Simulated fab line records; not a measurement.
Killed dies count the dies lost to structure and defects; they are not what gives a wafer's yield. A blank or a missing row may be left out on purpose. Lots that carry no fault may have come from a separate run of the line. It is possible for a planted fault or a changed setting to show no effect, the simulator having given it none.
fab line records -- flow sky130
[record] lots = 13, wafers = 38, last-day = 50
route steps=708 shown LDD_P@264 CONTACT@406
lots that met no fault: from a run of the same line without faults
start-h: start of the lot's first displayed wafer, in hours after the record's first day -- wait-h: time in hours since the lot's previous step -- " unchanged from the row above -- L1.1+2: one row covering several wafers at once -- - no value, or no start given -- * or withheld: withheld -- < > ~ a bound
route shown NAME@n: a module of which the file shows steps, and the number in the route of the first -- usual: mean and standard deviation over wafers with no fault -- same: alike in all rows -- chamber/n: place in a boat -- sites: per-site readings -- _std_site: their standard deviation -- _edge_site: inner sites' mean taken away from outer sites' mean -- radius-mm: how far each site lies from the wafer's centre -- mask NAME#n: copy n -- behind: tool/chamber where the wafer was last shaped -- hold: cause of the lot's hold/its duration in hours/its outcome -- device: which transistor (n, p or np) failed to switch -- end of line: tests run on the same wafers once the route is complete -- a step without rows: its recipe alone -- killed: dies that structure and defects cost at the first sort, which is not the same as the wafer's yield -- map: a wafer's dies, marking killed ones x, the rest . and places with no die _
set.NAME: the run value of the setting; set.NAME@STEP: its run value at that earlier step -- model.NAME: the simulator's own value behind a step, which no gauge read
a sample of lots followed through the steps of the route, with each step as a table and each wafer as a row
services: the hour from which a tool's chamber was out of use, counted from the record's first day as start-h (under 0 if before that day), plus the number of hours and why
[[steps]]
[step SKY_LDD_P_IMPLANT_09]
[recipe] species = BF2, energy-kev = 25, dose-cm2 = 1e+13, tilt-deg = withheld
[usual] dose-ions-cm2 = 9.999e+12/1.2e+10, faraday-current-uA = 56.4/1.2
[same] implant-ion-amu = 49
lot.wafer,tool,chamber,start-h,wait-h,dose-ions-cm2,faraday-current-uA
L406.3,implanter-04,0,437.63,0.1,1.0004e+13,54.9
L406.4,implanter-04,0,437.63,0.1,1.0012e+13,57.0
L406.5,implanter-04,0,437.63,0.1,1.0012e+13,54.5
L408.1,implanter-04,0,482.94,0.0,1.0012e+13,57.3
L408.3,implanter-04,0,482.94,0.0,9.998e+12,58.2
L408.5,implanter-04,0,482.94,0.0,9.995e+12,55.7
L411.1,implanter-04,0,507.63,0.0,1.4344e+13,81.4
L411.2,implanter-04,0,507.63,0.0,1.4326e+13,80.2
L411.6,implanter-04,0,507.63,0.0,1.4294e+13,79.4
L414.1,implanter-04,0,512.18,0.0,1.4318e+13,82.0
L414.2,implanter-04,0,512.18,0.0,1.4331e+13,80.1
L414.6,implanter-04,0,512.18,0.0,1.431e+13,79.3
L413.2,implanter-01,0,513.02,0.0,9.994e+12,56.6
L413.3,implanter-01,0,513.02,0.0,9.993e+12,54.8
L413.5,implanter-01,0,513.02,0.0,9.981e+12,55.4
L415.1,implanter-04,0,528.30,0.0,1.434e+13,84.0
L415.2,implanter-04,0,528.30,0.0,1.4351e+13,80.0
L415.3,implanter-04,0,528.30,0.0,1.4322e+13,81.1
L421.4,implanter-01,0,568.60,0.1,9.987e+12,56.4
L421.5,implanter-01,0,568.60,0.1,9.999e+12,57.4
L421.6,implanter-01,0,568.60,0.1,9.992e+12,57.9
L422.4,implanter-01,0,580.21,0.1,1.0005e+13,56.0
L422.5,implanter-01,0,580.21,0.1,1.0012e+13,55.2
L423.3,implanter-02,0,606.88,0.1,9.996e+12,56.7
L423.4,implanter-02,0,606.88,0.1,9.995e+12,54.8
L423.6,implanter-02,0,606.88,0.1,9.965e+12,60.0
L424.2,implanter-01,0,617.31,0.0,1.0003e+13,57.0
L424.4,implanter-01,0,617.31,0.0,1.0009e+13,55.1
L424.5,implanter-01,0,617.31,0.0,1e+13,57.4
L425.1,implanter-04,0,619.75,0.0,9.995e+12,57.5
L425.4,implanter-04,0,619.75,0.0,1.0007e+13,57.0
L425.6,implanter-04,0,619.75,0.0,1.0001e+13,58.5
L427.3,implanter-02,0,623.95,0.1,9.993e+12,56.5
L427.4,implanter-02,0,623.95,0.1,9.978e+12,56.4
L427.5,implanter-02,0,623.95,0.1,9.997e+12,56.6
L428.2,implanter-01,0,641.03,0.0,9.995e+12,55.7
L428.3,implanter-01,0,641.03,0.0,1.0006e+13,56.2
L428.5,implanter-01,0,641.03,0.0,1.0011e+13,56.9
[step SKY_LDD_P_TW_MEAS_11]
[usual] LDD_P_TW = 636/4.3
lot.wafer,tool,chamber,start-h,wait-h,LDD_P_TW
L406.3,film-metro-02,-,437.85,0.1,633
L406.4,film-metro-02,-,437.85,0.1,634
L406.5,film-metro-02,-,437.85,0.1,634
L408.1,film-metro-03,-,483.19,0.1,635
L408.3,film-metro-03,-,483.19,0.1,632
L408.5,film-metro-03,-,483.19,0.1,630
L411.1,film-metro-04,-,507.88,0.1,715
L411.2,film-metro-04,-,507.88,0.1,717
L411.6,film-metro-04,-,507.88,0.1,718
L414.1,film-metro-04,-,512.43,0.1,717
L414.2,film-metro-04,-,512.43,0.1,717
L414.6,film-metro-04,-,512.43,0.1,713
L413.2,film-metro-04,-,513.25,0.1,640
L413.3,film-metro-04,-,513.25,0.1,637
L413.5,film-metro-04,-,513.25,0.1,637
L415.1,film-metro-03,-,528.55,0.1,709
L415.2,film-metro-03,-,528.55,0.1,711
L415.3,film-metro-03,-,528.55,0.1,707
L421.4,film-metro-04,-,568.81,0.1,638
L421.5,film-metro-04,-,568.81,0.1,639
L421.6,film-metro-04,-,568.81,0.1,634
L422.4,film-metro-04,-,580.41,0.1,637
L422.5,film-metro-04,-,580.41,0.1,645
L423.3,film-metro-03,-,607.10,0.1,634
L423.4,film-metro-03,-,607.10,0.1,632
L423.6,film-metro-03,-,607.10,0.1,631
L424.2,film-metro-04,-,617.54,0.1,639
L424.4,film-metro-04,-,617.54,0.1,643
L424.5,film-metro-04,-,617.54,0.1,642
L425.1,film-metro-02,-,620.00,0.1,634
L425.4,film-metro-02,-,620.00,0.1,630
L425.6,film-metro-02,-,620.00,0.1,631
L427.3,film-metro-03,-,624.17,0.1,637
L427.4,film-metro-03,-,624.17,0.1,635
L427.5,film-metro-03,-,624.17,0.1,637
L428.2,film-metro-03,-,641.26,0.1,637
L428.3,film-metro-03,-,641.26,0.1,638
L428.5,film-metro-03,-,641.26,0.1,637
[step SKY_CONTACT_CVD_00]
[recipe] material = Si3N4, target-thk-nm = 75, temp-c = 400, time-s = withheld, rf-w = 450
[usual] heater-power-outer-w = 432/100, heater-power-w = 730/130, susceptor-temp-C = 399.96/0.23
lot.wafer,tool,chamber,start-h,wait-h,heater-power-outer-w,heater-power-w,susceptor-temp-C
L406.3,pecvd-04,2,726.82,0.0,485,721,399.92
L406.4,pecvd-04,2,726.82,0.0,489,712,400.04
L406.5,pecvd-04,1,726.82,0.0,339,610,399.90
L408.1,pecvd-01,2,750.78,0.0,372,688,400.06
L408.3,pecvd-01,1,750.78,0.0,413,737,399.97
L408.5,pecvd-01,1,750.78,0.0,425,712,400.12
L411.1,pecvd-02,1,773.26,0.0,745,1113,400.04
L411.2,pecvd-02,0,773.26,0.0,372,667,399.64
L411.6,pecvd-02,1,773.26,0.0,720,1116,399.92
L414.1,pecvd-01,0,773.82,0.0,475,864,400.18
L414.2,pecvd-01,1,773.82,0.0,430,730,399.80
L414.6,pecvd-01,0,773.82,0.0,483,833,400.05
L413.2,pecvd-02,1,776.20,0.0,742,1117,399.56
L413.3,pecvd-02,2,776.20,0.0,387,672,400.13
L413.5,pecvd-02,1,776.20,0.0,755,1141,399.95
L415.1,pecvd-04,1,789.25,0.0,275,533,399.77
L415.2,pecvd-04,2,789.25,0.0,475,697,399.50
L415.3,pecvd-04,0,789.25,0.0,403,689,400.46
L421.4,pecvd-02,1,827.23,0.0,631,943,399.93
L421.5,pecvd-02,0,827.23,0.0,376,666,399.87
L421.6,pecvd-02,2,827.23,0.0,369,663,400.08
L422.4,pecvd-01,2,838.50,0.0,401,712,400.04
L422.5,pecvd-01,1,838.50,0.0,432,741,399.81
L423.3,pecvd-01,2,859.61,0.0,414,773,399.68
L423.4,pecvd-01,2,859.61,0.0,426,751,399.94
L423.6,pecvd-01,1,859.61,0.0,440,770,399.90
L424.2,pecvd-02,1,867.21,0.0,722,1057,399.83
L424.4,pecvd-02,2,867.21,0.0,373,687,399.69
L424.5,pecvd-02,0,867.21,0.0,326,589,400.12
L425.1,pecvd-01,1,873.62,0.0,459,794,400.16
L425.4,pecvd-01,2,873.62,0.0,327,668,399.95
L425.6,pecvd-01,0,873.62,0.0,512,902,400.12
L427.3,pecvd-04,2,875.41,0.0,439,650,399.47
L427.4,pecvd-04,1,875.41,0.0,355,606,399.53
L427.5,pecvd-04,0,875.41,0.0,349,627,399.84
L428.2,pecvd-01,2,888.95,0.0,427,740,399.57
L428.3,pecvd-01,0,888.95,0.0,438,787,399.34
L428.5,pecvd-01,0,888.95,0.0,438,780,399.83
[step SKY_CONTACT_THK_MEAS_03]
[recipe] reads = SiO2_of_CONTACT_HDPCVD_02
[usual] CONTACT_HDPCVD_THK = 567/4.5
lot.wafer,tool,chamber,start-h,wait-h,CONTACT_HDPCVD_THK[nm]
L406.3,film-metro-01,-,727.00,0.1,561
L406.4,film-metro-01,-,727.00,0.1,561
L406.5,film-metro-01,-,727.00,0.1,572
L408.1,film-metro-01,-,750.95,0.0,572
L408.3,film-metro-01,-,750.95,0.0,573
L408.5,film-metro-01,-,750.95,0.0,569
L411.1,film-metro-03,-,773.42,0.0,567
L411.2,film-metro-03,-,773.42,0.0,559
L411.6,film-metro-03,-,773.42,0.0,570
L414.1,film-metro-01,-,774.00,0.0,560
L414.2,film-metro-01,-,774.00,0.0,566
L414.6,film-metro-01,-,774.00,0.0,568
L413.2,film-metro-04,-,776.39,0.0,572
L413.3,film-metro-04,-,776.39,0.0,564
L413.5,film-metro-04,-,776.39,0.0,568
L415.1,film-metro-04,-,789.41,0.0,580
L415.2,film-metro-04,-,789.41,0.0,568
L415.3,film-metro-04,-,789.41,0.0,570
L421.4,film-metro-04,-,827.41,0.0,561
L421.5,film-metro-04,-,827.41,0.0,567
L421.6,film-metro-04,-,827.41,0.0,565
L422.4,film-metro-01,-,838.68,0.0,562
L422.5,film-metro-01,-,838.68,0.0,568
L423.3,film-metro-01,-,859.80,0.1,567
L423.4,film-metro-01,-,859.80,0.1,563
L423.6,film-metro-01,-,859.80,0.1,567
L424.2,film-metro-03,-,867.38,0.0,566
L424.4,film-metro-03,-,867.38,0.0,563
L424.5,film-metro-03,-,867.38,0.0,563
L425.1,film-metro-03,-,873.82,0.1,571
L425.4,film-metro-03,-,873.82,0.1,560
L425.6,film-metro-03,-,873.82,0.1,560
L427.3,film-metro-03,-,875.62,0.1,568
L427.4,film-metro-03,-,875.62,0.1,568
L427.5,film-metro-03,-,875.62,0.1,572
L428.2,film-metro-01,-,889.13,0.0,571
L428.3,film-metro-01,-,889.13,0.0,577
L428.5,film-metro-01,-,889.13,0.0,563
[step SKY_CONTACT_BOW_MEAS_05]
[recipe] mode = bow
[usual] CONTACT_BOW = 80/6.4
lot.wafer,tool,chamber,start-h,wait-h,CONTACT_BOW[um]
L406.3,film-metro-04,-,727.38,0.3,85
L406.4,film-metro-04,-,727.38,0.3,101
L406.5,film-metro-04,-,727.38,0.3,89
L408.1,film-metro-04,-,751.31,0.1,78
L408.3,film-metro-04,-,751.31,0.1,84
L408.5,film-metro-04,-,751.31,0.1,96
L411.1,film-metro-04,-,773.78,0.2,75
L411.2,film-metro-04,-,773.78,0.2,81
L411.6,film-metro-04,-,773.78,0.2,76
L414.1,film-metro-04,-,774.45,0.1,83
L414.2,film-metro-04,-,774.45,0.1,71
L414.6,film-metro-04,-,774.45,0.1,81
L413.2,film-metro-04,-,776.76,0.2,78
L413.3,film-metro-04,-,776.76,0.2,73
L413.5,film-metro-04,-,776.76,0.2,71
L415.1,film-metro-03,-,789.77,0.2,77
L415.2,film-metro-03,-,789.77,0.2,89
L415.3,film-metro-03,-,789.77,0.2,82
L421.4,film-metro-01,-,827.80,0.2,82
L421.5,film-metro-01,-,827.80,0.2,82
L421.6,film-metro-01,-,827.80,0.2,81
L422.4,film-metro-03,-,839.07,0.2,76
L422.5,film-metro-03,-,839.07,0.2,85
L423.3,film-metro-04,-,860.18,0.3,71
L423.4,film-metro-04,-,860.18,0.3,76
L423.6,film-metro-04,-,860.18,0.3,78
L424.2,film-metro-01,-,867.75,0.1,81
L424.4,film-metro-01,-,867.75,0.1,77
L424.5,film-metro-01,-,867.75,0.1,84
L425.1,film-metro-04,-,874.18,0.2,82
L425.4,film-metro-04,-,874.18,0.2,89
L425.6,film-metro-04,-,874.18,0.2,82
L427.3,film-metro-01,-,876.00,0.2,82
L427.4,film-metro-01,-,876.00,0.2,81
L427.5,film-metro-01,-,876.00,0.2,82
L428.2,film-metro-04,-,889.50,0.1,78
L428.3,film-metro-04,-,889.50,0.1,83
L428.5,film-metro-04,-,889.50,0.1,93
[[services]]
tool,chamber,start-h,hours,kind
pecvd-01,-,483.43,0.7,repair
implanter-01,-,497.58,1.7,repair
implanter-04,-,512.49,4.1,pm
pecvd-01,-,524.95,0.8,pm
pecvd-02,-,546.95,0.5,repair
implanter-04,-,556.43,0.7,repair
implanter-04,-,567.53,10.3,repair
implanter-01,-,574.54,3.2,pm
implanter-04,-,581.12,3.4,pm
pecvd-02,-,587.41,0.7,repair
implanter-04,-,588.09,2.3,repair
implanter-04,-,598.46,15.0,pm
implanter-04,-,615.20,1.9,repair
implanter-01,-,668.16,2.5,repair
pecvd-02,-,696.74,0.9,repair
implanter-04,-,697.67,2.7,repair
implanter-04,-,718.24,0.8,repair
pecvd-01,2,767.69,6.2,repair
pecvd-01,-,774.57,6.0,pm
implanter-04,-,792.39,1.4,repair
implanter-01,-,853.96,3.5,repair
implanter-01,-,868.54,9.6,repair
pecvd-01,-,874.24,2.8,pm
implanter-01,-,878.18,5.0,pm
[[key]]
[first-sign] step = SKY_LDD_P_IMPLANT_09, reading = dose-ions-cm2, direction = up, sigmas = 99+, usual = *, struck = *
[effect] step = SKY_LDD_P_IMPLANT_09, reading = faraday-current-uA, direction = up, sigmas = 20, usual = 56.4, struck = 80.8
[effect] step = SKY_LDD_P_TW_MEAS_11, reading = LDD_P_TW, direction = up, sigmas = 18, usual = 636, struck = 714
met-at SKY_LDD_P_IMPLANT_09
struck-lots L411,L414,L415
tester-left-out L411,L414,L415
not-acting-at SKY_CONTACT_CVD_00,SKY_CONTACT_THK_MEAS_03,SKY_CONTACT_BOW_MEAS_05
onset-between 482.94 507.63
[fault] kind = process-parameter-drift, tool = implanter-04, chamber = -, onset-h = 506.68, steps = SKY_LDD_P_IMPLANT_09, channel = dose-cm2, offset = *, shape = step, end-h = 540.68, acts-in = *, stated = *
// tester-left-out: of these lots the tester's yield and bins aren't shown, on N5 and GAA mostly nor the transistor test; their killed dies are dies lost to structure and defects alone, not to doping, threshold or leakage, so they don't give the yield
